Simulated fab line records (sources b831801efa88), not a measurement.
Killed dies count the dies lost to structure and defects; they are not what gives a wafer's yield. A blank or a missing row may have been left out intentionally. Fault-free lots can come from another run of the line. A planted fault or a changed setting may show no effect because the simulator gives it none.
fab line records / flow sky130
record lots=14 wafers=42 last_day=51
route steps=708 shown NWELL@34 VT_ADJUST_HVTP@96 SONOS_TUNNEL@156
lots that met no fault: taken from a fault-free run of the same line
start_h: hours from the record's first day to the start of the lot's first wafer shown / wait_h: hours since the lot's step before / " repeats the value in the row above / L1.1+2: several wafers, shown together as one row / - no value, or no start given / * or withheld: withheld / < > ~ a bound
route shown NAME@n: NAME is a module with steps in the file, n the number in the route of the first one / usual: mean and standard deviation over wafers with no fault / same: alike in all rows / chamber/n: place in a boat / sites: each site's reading / _std_site: standard deviation of those values / _edge_site: inner sites' mean taken away from outer sites' mean / radius_mm: how far each site lies from the wafer's centre / mask NAME#n: copy n / behind: the tool/chamber that last shaped the wafer / hold: the reason the lot was held/the length of the hold in hours/how it ended / device: whichever transistor did not switch (one of n, p or np) / end of line: tests run on the same wafers once the route is complete / a step with no rows: only its recipe / killed: dies that structure and defects cost at the first sort, which is not the same as the wafer's yield / map: per-die view of a wafer (x killed, . not killed, _ where there is no die)
set.NAME: setting as actually run; set.NAME@STEP: the setting as run at that earlier step / model.NAME: the simulator's own value behind a step, which no gauge read
a sample of lots followed through the steps of the route, with each step as a table and each wafer as a row
services: when a tool's chamber went out of use (start_h, in hours from the record's first day, below 0 if earlier), for how many hours, and the reason
## steps
# step SKY_NWELL_THK_MEAS_02
# recipe reads=SiO2_of_NWELL_OXIDATION_01
# usual NWELL_OXIDATION_THK=9.92/0.2
lot.wafer=L843.1 tool=film_metro-04 chamber=- start_h=42.17 wait_h=0.0 NWELL_OXIDATION_THK[nm]=9.96
lot.wafer=L843.3 tool=film_metro-04 chamber=- start_h=42.17 wait_h=0.0 NWELL_OXIDATION_THK[nm]=9.71
lot.wafer=L843.6 tool=film_metro-04 chamber=- start_h=42.17 wait_h=0.0 NWELL_OXIDATION_THK[nm]=10.05
lot.wafer=L845.3 tool=film_metro-04 chamber=- start_h=53.15 wait_h=0.0 NWELL_OXIDATION_THK[nm]=10.25
lot.wafer=L845.5 tool=film_metro-04 chamber=- start_h=53.15 wait_h=0.0 NWELL_OXIDATION_THK[nm]=10.14
lot.wafer=L845.6 tool=film_metro-04 chamber=- start_h=53.15 wait_h=0.0 NWELL_OXIDATION_THK[nm]=10.14
lot.wafer=L847.1 tool=film_metro-04 chamber=- start_h=71.59 wait_h=0.0 NWELL_OXIDATION_THK[nm]=9.93
lot.wafer=L847.4 tool=film_metro-04 chamber=- start_h=71.59 wait_h=0.0 NWELL_OXIDATION_THK[nm]=9.99
lot.wafer=L847.6 tool=film_metro-04 chamber=- start_h=71.59 wait_h=0.0 NWELL_OXIDATION_THK[nm]=9.90
lot.wafer=L848.1 tool=film_metro-01 chamber=- start_h=72.98 wait_h=0.0 NWELL_OXIDATION_THK[nm]=9.96
lot.wafer=L848.3 tool=film_metro-01 chamber=- start_h=72.98 wait_h=0.0 NWELL_OXIDATION_THK[nm]=9.96
lot.wafer=L848.5 tool=film_metro-01 chamber=- start_h=72.98 wait_h=0.0 NWELL_OXIDATION_THK[nm]=9.99
lot.wafer=L849.1 tool=film_metro-01 chamber=- start_h=77.59 wait_h=0.0 NWELL_OXIDATION_THK[nm]=10.17
lot.wafer=L849.4 tool=film_metro-01 chamber=- start_h=77.59 wait_h=0.0 NWELL_OXIDATION_THK[nm]=10.21
lot.wafer=L849.5 tool=film_metro-01 chamber=- start_h=77.59 wait_h=0.0 NWELL_OXIDATION_THK[nm]=10.14
lot.wafer=L850.1 tool=film_metro-01 chamber=- start_h=81.59 wait_h=0.0 NWELL_OXIDATION_THK[nm]=9.86
lot.wafer=L850.2 tool=film_metro-01 chamber=- start_h=81.59 wait_h=0.0 NWELL_OXIDATION_THK[nm]=9.71
lot.wafer=L850.5 tool=film_metro-01 chamber=- start_h=81.59 wait_h=0.0 NWELL_OXIDATION_THK[nm]=9.82
lot.wafer=L852.1 tool=film_metro-03 chamber=- start_h=91.12 wait_h=0.0 NWELL_OXIDATION_THK[nm]=9.89
lot.wafer=L852.4 tool=film_metro-03 chamber=- start_h=91.12 wait_h=0.0 NWELL_OXIDATION_THK[nm]=9.85
lot.wafer=L852.6 tool=film_metro-03 chamber=- start_h=91.12 wait_h=0.0 NWELL_OXIDATION_THK[nm]=9.95
lot.wafer=L854.4 tool=film_metro-03 chamber=- start_h=102.12 wait_h=0.0 NWELL_OXIDATION_THK[nm]=9.67
lot.wafer=L854.5 tool=film_metro-03 chamber=- start_h=102.12 wait_h=0.0 NWELL_OXIDATION_THK[nm]=9.90
lot.wafer=L854.6 tool=film_metro-03 chamber=- start_h=102.12 wait_h=0.0 NWELL_OXIDATION_THK[nm]=9.70
lot.wafer=L855.2 tool=film_metro-01 chamber=- start_h=105.91 wait_h=0.0 NWELL_OXIDATION_THK[nm]=10.30
lot.wafer=L855.5 tool=film_metro-01 chamber=- start_h=105.91 wait_h=0.0 NWELL_OXIDATION_THK[nm]=10.33
lot.wafer=L855.6 tool=film_metro-01 chamber=- start_h=105.91 wait_h=0.0 NWELL_OXIDATION_THK[nm]=10.23
lot.wafer=L857.3 tool=film_metro-04 chamber=- start_h=115.09 wait_h=0.0 NWELL_OXIDATION_THK[nm]=9.83
lot.wafer=L857.4 tool=film_metro-04 chamber=- start_h=115.09 wait_h=0.0 NWELL_OXIDATION_THK[nm]=9.95
lot.wafer=L857.6 tool=film_metro-04 chamber=- start_h=115.09 wait_h=0.0 NWELL_OXIDATION_THK[nm]=9.95
lot.wafer=L860.2 tool=film_metro-01 chamber=- start_h=131.99 wait_h=0.0 NWELL_OXIDATION_THK[nm]=9.60
lot.wafer=L860.5 tool=film_metro-01 chamber=- start_h=131.99 wait_h=0.0 NWELL_OXIDATION_THK[nm]=9.70
lot.wafer=L860.6 tool=film_metro-01 chamber=- start_h=131.99 wait_h=0.0 NWELL_OXIDATION_THK[nm]=9.72
lot.wafer=L862.2 tool=film_metro-03 chamber=- start_h=141.52 wait_h=0.0 NWELL_OXIDATION_THK[nm]=9.80
lot.wafer=L862.3 tool=film_metro-03 chamber=- start_h=141.52 wait_h=0.0 NWELL_OXIDATION_THK[nm]=9.82
lot.wafer=L862.6 tool=film_metro-03 chamber=- start_h=141.52 wait_h=0.0 NWELL_OXIDATION_THK[nm]=9.85
lot.wafer=L863.3 tool=film_metro-03 chamber=- start_h=148.29 wait_h=0.0 NWELL_OXIDATION_THK[nm]=9.43
lot.wafer=L863.4 tool=film_metro-03 chamber=- start_h=148.29 wait_h=0.0 NWELL_OXIDATION_THK[nm]=9.39
lot.wafer=L863.5 tool=film_metro-03 chamber=- start_h=148.29 wait_h=0.0 NWELL_OXIDATION_THK[nm]=9.49
lot.wafer=L865.4 tool=film_metro-01 chamber=- start_h=157.76 wait_h=0.0 NWELL_OXIDATION_THK[nm]=10.08
lot.wafer=L865.5 tool=film_metro-01 chamber=- start_h=157.76 wait_h=0.0 NWELL_OXIDATION_THK[nm]=10.09
lot.wafer=L865.6 tool=film_metro-01 chamber=- start_h=157.76 wait_h=0.0 NWELL_OXIDATION_THK[nm]=10.22
# step SKY_NWELL_TW_MEAS_15
# usual NWELL_TW=1805/13
lot.wafer=L843.1 tool=film_metro-03 chamber=- start_h=99.53 wait_h=0.1 NWELL_TW=1811
lot.wafer=L843.3 tool=film_metro-03 chamber=- start_h=99.53 wait_h=0.1 NWELL_TW=1795
lot.wafer=L843.6 tool=film_metro-03 chamber=- start_h=99.53 wait_h=0.1 NWELL_TW=1798
lot.wafer=L845.3 tool=film_metro-03 chamber=- start_h=111.00 wait_h=0.1 NWELL_TW=1793
lot.wafer=L845.5 tool=film_metro-03 chamber=- start_h=111.00 wait_h=0.1 NWELL_TW=1788
lot.wafer=L845.6 tool=film_metro-03 chamber=- start_h=111.00 wait_h=0.1 NWELL_TW=1790
lot.wafer=L847.1 tool=film_metro-04 chamber=- start_h=131.43 wait_h=0.1 NWELL_TW=1822
lot.wafer=L847.4 tool=film_metro-04 chamber=- start_h=131.43 wait_h=0.1 NWELL_TW=1811
lot.wafer=L847.6 tool=film_metro-04 chamber=- start_h=131.43 wait_h=0.1 NWELL_TW=1820
lot.wafer=L848.1 tool=film_metro-04 chamber=- start_h=133.25 wait_h=0.1 NWELL_TW=1814
lot.wafer=L848.3 tool=film_metro-04 chamber=- start_h=133.25 wait_h=0.1 NWELL_TW=1819
lot.wafer=L848.5 tool=film_metro-04 chamber=- start_h=133.25 wait_h=0.1 NWELL_TW=1821
lot.wafer=L849.1 tool=film_metro-03 chamber=- start_h=139.35 wait_h=0.1 NWELL_TW=1788
lot.wafer=L849.4 tool=film_metro-03 chamber=- start_h=139.35 wait_h=0.1 NWELL_TW=1792
lot.wafer=L849.5 tool=film_metro-03 chamber=- start_h=139.35 wait_h=0.1 NWELL_TW=1801
lot.wafer=L850.1 tool=film_metro-04 chamber=- start_h=143.88 wait_h=0.1 NWELL_TW=1818
lot.wafer=L850.2 tool=film_metro-04 chamber=- start_h=143.88 wait_h=0.1 NWELL_TW=1819
lot.wafer=L850.5 tool=film_metro-04 chamber=- start_h=143.88 wait_h=0.1 NWELL_TW=1831
lot.wafer=L852.1 tool=film_metro-01 chamber=- start_h=153.98 wait_h=0.1 NWELL_TW=1801
lot.wafer=L852.4 tool=film_metro-01 chamber=- start_h=153.98 wait_h=0.1 NWELL_TW=1807
lot.wafer=L852.6 tool=film_metro-01 chamber=- start_h=153.98 wait_h=0.1 NWELL_TW=1816
lot.wafer=L854.4 tool=film_metro-03 chamber=- start_h=166.88 wait_h=0.1 NWELL_TW=1783
lot.wafer=L854.5 tool=film_metro-03 chamber=- start_h=166.88 wait_h=0.1 NWELL_TW=1787
lot.wafer=L854.6 tool=film_metro-03 chamber=- start_h=166.88 wait_h=0.1 NWELL_TW=1784
lot.wafer=L855.2 tool=film_metro-03 chamber=- start_h=170.97 wait_h=0.1 NWELL_TW=1813
lot.wafer=L855.5 tool=film_metro-03 chamber=- start_h=170.97 wait_h=0.1 NWELL_TW=1828
lot.wafer=L855.6 tool=film_metro-03 chamber=- start_h=170.97 wait_h=0.1 NWELL_TW=1812
lot.wafer=L857.3 tool=film_metro-04 chamber=- start_h=181.95 wait_h=0.1 NWELL_TW=1804
lot.wafer=L857.4 tool=film_metro-04 chamber=- start_h=181.95 wait_h=0.1 NWELL_TW=1809
lot.wafer=L857.6 tool=film_metro-04 chamber=- start_h=181.95 wait_h=0.1 NWELL_TW=1796
lot.wafer=L860.2 tool=film_metro-01 chamber=- start_h=199.46 wait_h=0.1 NWELL_TW=1807
lot.wafer=L860.5 tool=film_metro-01 chamber=- start_h=199.46 wait_h=0.1 NWELL_TW=1806
lot.wafer=L860.6 tool=film_metro-01 chamber=- start_h=199.46 wait_h=0.1 NWELL_TW=1801
lot.wafer=L862.2 tool=film_metro-03 chamber=- start_h=211.18 wait_h=0.1 NWELL_TW=1799
lot.wafer=L862.3 tool=film_metro-03 chamber=- start_h=211.18 wait_h=0.1 NWELL_TW=1807
lot.wafer=L862.6 tool=film_metro-03 chamber=- start_h=211.18 wait_h=0.1 NWELL_TW=1811
lot.wafer=L863.3 tool=film_metro-01 chamber=- start_h=217.94 wait_h=0.1 NWELL_TW=1800
lot.wafer=L863.4 tool=film_metro-01 chamber=- start_h=217.94 wait_h=0.1 NWELL_TW=1803
lot.wafer=L863.5 tool=film_metro-01 chamber=- start_h=217.94 wait_h=0.1 NWELL_TW=1800
lot.wafer=L865.4 tool=film_metro-01 chamber=- start_h=227.93 wait_h=0.1 NWELL_TW=1793
lot.wafer=L865.5 tool=film_metro-01 chamber=- start_h=227.93 wait_h=0.1 NWELL_TW=1793
lot.wafer=L865.6 tool=film_metro-01 chamber=- start_h=227.93 wait_h=0.1 NWELL_TW=1788
# step SKY_VT_ADJUST_HVTP_TW_MEAS_11
# usual VT_ADJUST_HVTP_TW=1343/10
lot.wafer=L843.1 tool=film_metro-02 chamber=- start_h=141.80 wait_h=0.1 VT_ADJUST_HVTP_TW=1332
lot.wafer=L843.3 tool=film_metro-02 chamber=- start_h=141.80 wait_h=0.1 VT_ADJUST_HVTP_TW=1338
lot.wafer=L843.6 tool=film_metro-02 chamber=- start_h=141.80 wait_h=0.1 VT_ADJUST_HVTP_TW=1334
lot.wafer=L845.3 tool=film_metro-02 chamber=- start_h=155.00 wait_h=0.1 VT_ADJUST_HVTP_TW=1339
lot.wafer=L845.5 tool=film_metro-02 chamber=- start_h=155.00 wait_h=0.1 VT_ADJUST_HVTP_TW=1333
lot.wafer=L845.6 tool=film_metro-02 chamber=- start_h=155.00 wait_h=0.1 VT_ADJUST_HVTP_TW=1341
lot.wafer=L847.1 tool=film_metro-03 chamber=- start_h=175.77 wait_h=0.1 VT_ADJUST_HVTP_TW=1359
lot.wafer=L847.4 tool=film_metro-03 chamber=- start_h=175.77 wait_h=0.1 VT_ADJUST_HVTP_TW=1350
lot.wafer=L847.6 tool=film_metro-03 chamber=- start_h=175.77 wait_h=0.1 VT_ADJUST_HVTP_TW=1351
lot.wafer=L848.1 tool=film_metro-03 chamber=- start_h=179.52 wait_h=0.1 VT_ADJUST_HVTP_TW=1356
lot.wafer=L848.3 tool=film_metro-03 chamber=- start_h=179.52 wait_h=0.1 VT_ADJUST_HVTP_TW=1350
lot.wafer=L848.5 tool=film_metro-03 chamber=- start_h=179.52 wait_h=0.1 VT_ADJUST_HVTP_TW=1359
lot.wafer=L849.1 tool=film_metro-04 chamber=- start_h=185.47 wait_h=0.1 VT_ADJUST_HVTP_TW=1356
lot.wafer=L849.4 tool=film_metro-04 chamber=- start_h=185.47 wait_h=0.1 VT_ADJUST_HVTP_TW=1357
lot.wafer=L849.5 tool=film_metro-04 chamber=- start_h=185.47 wait_h=0.1 VT_ADJUST_HVTP_TW=1360
lot.wafer=L850.1 tool=film_metro-03 chamber=- start_h=189.35 wait_h=0.1 VT_ADJUST_HVTP_TW=1352
lot.wafer=L850.2 tool=film_metro-03 chamber=- start_h=189.35 wait_h=0.1 VT_ADJUST_HVTP_TW=1357
lot.wafer=L850.5 tool=film_metro-03 chamber=- start_h=189.35 wait_h=0.1 VT_ADJUST_HVTP_TW=1359
lot.wafer=L852.1 tool=film_metro-03 chamber=- start_h=200.78 wait_h=0.1 VT_ADJUST_HVTP_TW=1342
lot.wafer=L852.4 tool=film_metro-03 chamber=- start_h=200.78 wait_h=0.1 VT_ADJUST_HVTP_TW=1335
lot.wafer=L852.6 tool=film_metro-03 chamber=- start_h=200.78 wait_h=0.1 VT_ADJUST_HVTP_TW=1336
lot.wafer=L854.4 tool=film_metro-02 chamber=- start_h=215.20 wait_h=0.1 VT_ADJUST_HVTP_TW=1334
lot.wafer=L854.5 tool=film_metro-02 chamber=- start_h=215.20 wait_h=0.1 VT_ADJUST_HVTP_TW=1327
lot.wafer=L854.6 tool=film_metro-02 chamber=- start_h=215.20 wait_h=0.1 VT_ADJUST_HVTP_TW=1326
lot.wafer=L855.2 tool=film_metro-04 chamber=- start_h=217.88 wait_h=0.1 VT_ADJUST_HVTP_TW=1358
lot.wafer=L855.5 tool=film_metro-04 chamber=- start_h=217.88 wait_h=0.1 VT_ADJUST_HVTP_TW=1353
lot.wafer=L855.6 tool=film_metro-04 chamber=- start_h=217.88 wait_h=0.1 VT_ADJUST_HVTP_TW=1358
lot.wafer=L857.3 tool=film_metro-02 chamber=- start_h=229.12 wait_h=0.1 VT_ADJUST_HVTP_TW=1336
lot.wafer=L857.4 tool=film_metro-02 chamber=- start_h=229.12 wait_h=0.1 VT_ADJUST_HVTP_TW=1330
lot.wafer=L857.6 tool=film_metro-02 chamber=- start_h=229.12 wait_h=0.1 VT_ADJUST_HVTP_TW=1325
lot.wafer=L860.2 tool=film_metro-04 chamber=- start_h=244.83 wait_h=0.1 VT_ADJUST_HVTP_TW=1356
lot.wafer=L860.5 tool=film_metro-04 chamber=- start_h=244.83 wait_h=0.1 VT_ADJUST_HVTP_TW=1348
lot.wafer=L860.6 tool=film_metro-04 chamber=- start_h=244.83 wait_h=0.1 VT_ADJUST_HVTP_TW=1352
lot.wafer=L862.2 tool=film_metro-04 chamber=- start_h=256.16 wait_h=0.1 VT_ADJUST_HVTP_TW=1355
lot.wafer=L862.3 tool=film_metro-04 chamber=- start_h=256.16 wait_h=0.1 VT_ADJUST_HVTP_TW=1349
lot.wafer=L862.6 tool=film_metro-04 chamber=- start_h=256.16 wait_h=0.1 VT_ADJUST_HVTP_TW=1358
lot.wafer=L863.3 tool=film_metro-03 chamber=- start_h=264.04 wait_h=0.1 VT_ADJUST_HVTP_TW=1335
lot.wafer=L863.4 tool=film_metro-03 chamber=- start_h=264.04 wait_h=0.1 VT_ADJUST_HVTP_TW=1341
lot.wafer=L863.5 tool=film_metro-03 chamber=- start_h=264.04 wait_h=0.1 VT_ADJUST_HVTP_TW=1337
lot.wafer=L865.4 tool=film_metro-03 chamber=- start_h=274.60 wait_h=0.1 VT_ADJUST_HVTP_TW=1341
lot.wafer=L865.5 tool=film_metro-03 chamber=- start_h=274.60 wait_h=0.1 VT_ADJUST_HVTP_TW=1337
lot.wafer=L865.6 tool=film_metro-03 chamber=- start_h=274.60 wait_h=0.1 VT_ADJUST_HVTP_TW=1330
# step SKY_SONOS_TUNNEL_COAT_02
# recipe resist=NOVOLAK spin_rpm=3000 resist_thk_nm=1140
# usual spin_speed_rpm=2999.9/2.4
lot.wafer=L843.1 tool=litho_track-01 chamber=0 start_h=266.69 wait_h=0.1 spin_speed_rpm=3002.9
lot.wafer=L843.3 tool=litho_track-01 chamber=0 start_h=266.69 wait_h=0.1 spin_speed_rpm=2997.9
lot.wafer=L843.6 tool=litho_track-01 chamber=0 start_h=266.69 wait_h=0.1 spin_speed_rpm=2999.6
lot.wafer=L845.3 tool=litho_track-02 chamber=0 start_h=282.42 wait_h=0.1 spin_speed_rpm=3000.8
lot.wafer=L845.5 tool=litho_track-02 chamber=0 start_h=282.42 wait_h=0.1 spin_speed_rpm=2996.1
lot.wafer=L845.6 tool=litho_track-02 chamber=0 start_h=282.42 wait_h=0.1 spin_speed_rpm=2999.9
lot.wafer=L847.1 tool=litho_track-01 chamber=0 start_h=306.39 wait_h=0.1 spin_speed_rpm=3002.6
lot.wafer=L847.4 tool=litho_track-01 chamber=0 start_h=306.39 wait_h=0.1 spin_speed_rpm=2998.5
lot.wafer=L847.6 tool=litho_track-01 chamber=0 start_h=306.39 wait_h=0.1 spin_speed_rpm=2996.3
lot.wafer=L848.1 tool=litho_track-01 chamber=0 start_h=307.79 wait_h=0.1 spin_speed_rpm=3002.9
lot.wafer=L848.3 tool=litho_track-01 chamber=0 start_h=307.79 wait_h=0.1 spin_speed_rpm=3003.0
lot.wafer=L848.5 tool=litho_track-01 chamber=0 start_h=307.79 wait_h=0.1 spin_speed_rpm=3001.5
lot.wafer=L849.1 tool=litho_track-03 chamber=0 start_h=313.44 wait_h=0.1 spin_speed_rpm=2999.6
lot.wafer=L849.4 tool=litho_track-03 chamber=0 start_h=313.44 wait_h=0.1 spin_speed_rpm=2999.0
lot.wafer=L849.5 tool=litho_track-03 chamber=0 start_h=313.44 wait_h=0.1 spin_speed_rpm=2996.7
lot.wafer=L850.1 tool=litho_track-02 chamber=0 start_h=318.92 wait_h=0.1 spin_speed_rpm=3006.0
lot.wafer=L850.2 tool=litho_track-02 chamber=0 start_h=318.92 wait_h=0.1 spin_speed_rpm=2998.6
lot.wafer=L850.5 tool=litho_track-02 chamber=0 start_h=318.92 wait_h=0.1 spin_speed_rpm=3002.2
lot.wafer=L852.1 tool=litho_track-02 chamber=0 start_h=330.97 wait_h=0.1 spin_speed_rpm=2999.2
lot.wafer=L852.4 tool=litho_track-02 chamber=0 start_h=330.97 wait_h=0.1 spin_speed_rpm=3000.4
lot.wafer=L852.6 tool=litho_track-02 chamber=0 start_h=330.97 wait_h=0.1 spin_speed_rpm=3001.1
lot.wafer=L854.4 tool=litho_track-03 chamber=0 start_h=345.31 wait_h=0.1 spin_speed_rpm=2998.3
lot.wafer=L854.5 tool=litho_track-03 chamber=0 start_h=345.31 wait_h=0.1 spin_speed_rpm=2998.9
lot.wafer=L854.6 tool=litho_track-03 chamber=0 start_h=345.31 wait_h=0.1 spin_speed_rpm=2998.9
lot.wafer=L855.2 tool=litho_track-03 chamber=0 start_h=351.26 wait_h=0.1 spin_speed_rpm=2997.2
lot.wafer=L855.5 tool=litho_track-03 chamber=0 start_h=351.26 wait_h=0.1 spin_speed_rpm=2999.8
lot.wafer=L855.6 tool=litho_track-03 chamber=0 start_h=351.26 wait_h=0.1 spin_speed_rpm=2997.1
lot.wafer=L857.3 tool=litho_track-03 chamber=0 start_h=362.79 wait_h=0.1 spin_speed_rpm=3001.2
lot.wafer=L857.4 tool=litho_track-03 chamber=0 start_h=362.79 wait_h=0.1 spin_speed_rpm=2997.7
lot.wafer=L857.6 tool=litho_track-03 chamber=0 start_h=362.79 wait_h=0.1 spin_speed_rpm=2996.7
lot.wafer=L860.2 tool=litho_track-01 chamber=0 start_h=381.61 wait_h=0.1 spin_speed_rpm=3354.9
lot.wafer=L860.5 tool=litho_track-01 chamber=0 start_h=381.61 wait_h=0.1 spin_speed_rpm=3353.5
lot.wafer=L860.6 tool=litho_track-01 chamber=0 start_h=381.61 wait_h=0.1 spin_speed_rpm=3351.3
lot.wafer=L862.2 tool=litho_track-02 chamber=0 start_h=395.79 wait_h=0.1 spin_speed_rpm=3002.7
lot.wafer=L862.3 tool=litho_track-02 chamber=0 start_h=395.79 wait_h=0.1 spin_speed_rpm=3004.2
lot.wafer=L862.6 tool=litho_track-02 chamber=0 start_h=395.79 wait_h=0.1 spin_speed_rpm=2998.2
lot.wafer=L863.3 tool=litho_track-01 chamber=0 start_h=405.29 wait_h=0.1 spin_speed_rpm=3353.5
lot.wafer=L863.4 tool=litho_track-01 chamber=0 start_h=405.29 wait_h=0.1 spin_speed_rpm=3349.1
lot.wafer=L863.5 tool=litho_track-01 chamber=0 start_h=405.29 wait_h=0.1 spin_speed_rpm=3355.9
lot.wafer=L865.4 tool=litho_track-03 chamber=0 start_h=420.11 wait_h=0.1 spin_speed_rpm=2999.6
lot.wafer=L865.5 tool=litho_track-03 chamber=0 start_h=420.11 wait_h=0.1 spin_speed_rpm=2997.8
lot.wafer=L865.6 tool=litho_track-03 chamber=0 start_h=420.11 wait_h=0.1 spin_speed_rpm=2997.6
# step SKY_SONOS_TUNNEL_CD_MEAS_07
# recipe target_cd_nm=410
# usual cd_nm=410.7/1.8
lot.wafer=L843.1 tool=cd_sem-01 chamber=- start_h=278.92 wait_h=0.1 cd_nm=408.2
lot.wafer=L843.3 tool=cd_sem-01 chamber=- start_h=278.92 wait_h=0.1 cd_nm=410.4
lot.wafer=L843.6 tool=cd_sem-01 chamber=- start_h=278.92 wait_h=0.1 cd_nm=409.1
lot.wafer=L845.3 tool=cd_sem-01 chamber=- start_h=294.08 wait_h=0.1 cd_nm=411.8
lot.wafer=L845.5 tool=cd_sem-01 chamber=- start_h=294.08 wait_h=0.1 cd_nm=411.1
lot.wafer=L845.6 tool=cd_sem-01 chamber=- start_h=294.08 wait_h=0.1 cd_nm=409.8
lot.wafer=L847.1 tool=cd_sem-01 chamber=- start_h=318.99 wait_h=0.1 cd_nm=411.7
lot.wafer=L847.4 tool=cd_sem-01 chamber=- start_h=318.99 wait_h=0.1 cd_nm=410.7
lot.wafer=L847.6 tool=cd_sem-01 chamber=- start_h=318.99 wait_h=0.1 cd_nm=411.9
lot.wafer=L848.1 tool=cd_sem-02 chamber=- start_h=320.47 wait_h=0.1 cd_nm=410.9
lot.wafer=L848.3 tool=cd_sem-02 chamber=- start_h=320.47 wait_h=0.1 cd_nm=412.8
lot.wafer=L848.5 tool=cd_sem-02 chamber=- start_h=320.47 wait_h=0.1 cd_nm=414.1
lot.wafer=L849.1 tool=cd_sem-01 chamber=- start_h=326.47 wait_h=0.1 cd_nm=408.3
lot.wafer=L849.4 tool=cd_sem-01 chamber=- start_h=326.47 wait_h=0.1 cd_nm=409.6
lot.wafer=L849.5 tool=cd_sem-01 chamber=- start_h=326.47 wait_h=0.1 cd_nm=408.2
lot.wafer=L850.1 tool=cd_sem-02 chamber=- start_h=332.49 wait_h=0.1 cd_nm=410.3
lot.wafer=L850.2 tool=cd_sem-02 chamber=- start_h=332.49 wait_h=0.1 cd_nm=411.6
lot.wafer=L850.5 tool=cd_sem-02 chamber=- start_h=332.49 wait_h=0.1 cd_nm=413.3
lot.wafer=L852.1 tool=cd_sem-02 chamber=- start_h=343.62 wait_h=0.1 cd_nm=408.8
lot.wafer=L852.4 tool=cd_sem-02 chamber=- start_h=343.62 wait_h=0.1 cd_nm=405.8
lot.wafer=L852.6 tool=cd_sem-02 chamber=- start_h=343.62 wait_h=0.1 cd_nm=412.0
lot.wafer=L854.4 tool=cd_sem-02 chamber=- start_h=359.10 wait_h=0.1 cd_nm=411.2
lot.wafer=L854.5 tool=cd_sem-02 chamber=- start_h=359.10 wait_h=0.1 cd_nm=410.4
lot.wafer=L854.6 tool=cd_sem-02 chamber=- start_h=359.10 wait_h=0.1 cd_nm=409.8
lot.wafer=L855.2 tool=cd_sem-02 chamber=- start_h=364.61 wait_h=0.1 cd_nm=407.2
lot.wafer=L855.5 tool=cd_sem-02 chamber=- start_h=364.61 wait_h=0.1 cd_nm=407.3
lot.wafer=L855.6 tool=cd_sem-02 chamber=- start_h=364.61 wait_h=0.1 cd_nm=407.2
lot.wafer=L857.3 tool=cd_sem-02 chamber=- start_h=375.88 wait_h=0.1 cd_nm=412.1
lot.wafer=L857.4 tool=cd_sem-02 chamber=- start_h=375.88 wait_h=0.1 cd_nm=412.5
lot.wafer=L857.6 tool=cd_sem-02 chamber=- start_h=375.88 wait_h=0.1 cd_nm=412.1
lot.wafer=L860.2 tool=cd_sem-01 chamber=- start_h=395.81 wait_h=0.1 cd_nm=419.6
lot.wafer=L860.5 tool=cd_sem-01 chamber=- start_h=395.81 wait_h=0.1 cd_nm=416.6
lot.wafer=L860.6 tool=cd_sem-01 chamber=- start_h=395.81 wait_h=0.1 cd_nm=419.9
lot.wafer=L862.2 tool=cd_sem-01 chamber=- start_h=410.31 wait_h=0.1 cd_nm=411.9
lot.wafer=L862.3 tool=cd_sem-01 chamber=- start_h=410.31 wait_h=0.1 cd_nm=410.9
lot.wafer=L862.6 tool=cd_sem-01 chamber=- start_h=410.31 wait_h=0.1 cd_nm=413.0
lot.wafer=L863.3 tool=cd_sem-01 chamber=- start_h=420.18 wait_h=0.1 cd_nm=419.7
lot.wafer=L863.4 tool=cd_sem-01 chamber=- start_h=420.18 wait_h=0.1 cd_nm=416.7
lot.wafer=L863.5 tool=cd_sem-01 chamber=- start_h=420.18 wait_h=0.1 cd_nm=419.5
lot.wafer=L865.4 tool=cd_sem-01 chamber=- start_h=434.78 wait_h=0.1 cd_nm=411.7
lot.wafer=L865.5 tool=cd_sem-01 chamber=- start_h=434.78 wait_h=0.1 cd_nm=409.7
lot.wafer=L865.6 tool=cd_sem-01 chamber=- start_h=434.78 wait_h=0.1 cd_nm=411.6
## services
tool=litho_track-02 chamber=- start_h=279.56 hours=- kind=consumable_replace:filter
## key
first_sign step=SKY_SONOS_TUNNEL_COAT_02 reading=spin_speed_rpm direction=up sigmas=99+ usual=2999.9 struck=3353.0
effect step=SKY_SONOS_TUNNEL_CD_MEAS_07 reading=cd_nm direction=up sigmas=4.5 usual=410.7 struck=418.6
met_at SKY_SONOS_TUNNEL_COAT_02
struck_lots L860,L863
tester_left_out L860,L863
not_acting_at SKY_NWELL_THK_MEAS_02,SKY_NWELL_TW_MEAS_15,SKY_VT_ADJUST_HVTP_TW_MEAS_11
onset_between 307.79 381.61
fault kind=process_parameter_drift tool=litho_track-01 chamber=- onset_h=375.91 steps=SKY_SONOS_TUNNEL_COAT_02 channel=spin_rpm offset=354.82 shape=step end_h=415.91 acts_in=these_recipes_only stated=3000
# tester_left_out: of these lots the tester's yield and bins aren't shown, on N5 and GAA mostly nor the transistor test; their killed dies are dies lost to structure and defects alone, not to doping, threshold or leakage, so they don't give the yield
